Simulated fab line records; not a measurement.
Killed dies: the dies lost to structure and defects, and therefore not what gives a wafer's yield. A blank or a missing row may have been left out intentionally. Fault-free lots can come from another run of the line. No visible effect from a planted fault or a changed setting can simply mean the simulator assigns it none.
The same fault as seen by 2 desks :: flow sky130 :: what lay behind the numbers comes last; until then each desk has only its own

== AT THE TOOL OWNER'S DESK: implanter-02 ==
The tool's own readings at SKY_SONOS_TUNNEL_IMPLANT_09, given as means over the sampled wafers that have a number, one for each lot that went through this tool. The brackets show how far a lot's mean lies from the usual mean; more than 4 standard deviations puts the lot out of limits, marked OUT.
Columns: A = dose-ions-cm2 at SKY_SONOS_TUNNEL_IMPLANT_09, usual 1.0001e+12; B = faraday-current-uA at SKY_SONOS_TUNNEL_IMPLANT_09, usual 5.64
lot: L717
first seen here: day 11 10:16
A: 9.9837e+11
B: 5.63

lot: L723
first seen here: day 13 10:41
A: 1.0005e+12
B: 5.62

lot: L724
first seen here: day 13 23:22
A: 1.0003e+12
B: 5.68

lot: L725
first seen here: day 14 02:11
A: 1.0005e+12
B: 5.56

lot: L734
first seen here: day 17 09:10
A: 1.5212e+12 (+99 or more) OUT
B: 8.53 (+26) OUT

lot: L735
first seen here: day 17 21:05
A: 1.5228e+12 (+99 or more) OUT
B: 8.49 (+26) OUT
This desk finds L734, L735 out of limits, L734 being first, at day 17 09:10 (dose-ions-cm2 at SKY_SONOS_TUNNEL_IMPLANT_09). L717, L723, L724, L725 stayed within limits.

== METROLOGY DESK ==
Means of the sampled wafers that have a number, per lot and without regard to the tool the lot ran on: this is what the gauges read. The brackets show how far a lot's mean lies from the usual mean; more than 4 standard deviations puts the lot out of limits, marked OUT.
Columns: A = SONOS_TUNNEL_TW at SKY_SONOS_TUNNEL_TW_MEAS_12, usual 197.2; B = SD_N_OVL at SKY_SD_N_OVL_MEAS_08, usual 0.2 nm
lot: L717
first seen here: day 11 10:40
A: 197.1
B: -1.4

lot: L720
first seen here: day 12 14:53
A: 197.6
B: -1.6

lot: L722
first seen here: day 12 21:41
A: 197.9
B: 1.1

lot: L723
first seen here: day 13 11:05
A: 196.7
B: 2.0

lot: L724
first seen here: day 13 23:59
A: 197.1
B: -2.2

lot: L725
first seen here: day 14 02:35
A: 195.9
B: -0.9

lot: L734
first seen here: day 17 09:44
A: 221.8 (+12) OUT
B: 0.1

lot: L735
first seen here: day 17 21:30
A: 224.5 (+13) OUT
B: -0.5

lot: L736
first seen here: day 18 00:09
A: 194.4
B: 2.1

lot: L738
first seen here: day 18 12:13
A: 198.4
B: 2.0

lot: L739
first seen here: day 18 20:32
A: 194.5
B: -1.1
This desk's finding: out of limits on L734, L735; first on L734, day 17 09:44 (SONOS_TUNNEL_TW at SKY_SONOS_TUNNEL_TW_MEAS_12). L717, L720, L722, L723, L724, L725, L736, L738, L739 stayed within limits.

== PUT TOGETHER ==
The tool owner's desk had the chance to raise an alarm at day 17 09:10 on L734, L735.
The metrology desk could have raised an alarm at day 17 09:44, on L734, L735.
Every lot named ran SKY_SONOS_TUNNEL_IMPLANT_09 on implanter-02.

== WHAT THE SIMULATOR HAD PUT IN ==
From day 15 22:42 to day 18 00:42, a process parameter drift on implanter-02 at SKY_SONOS_TUNNEL_IMPLANT_09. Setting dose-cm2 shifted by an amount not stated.
Shown lots that were struck: L734, L735.
Hours from the fault's start to each desk's first reading out of limits: the tool owner's desk, 34; the metrology desk, 35.
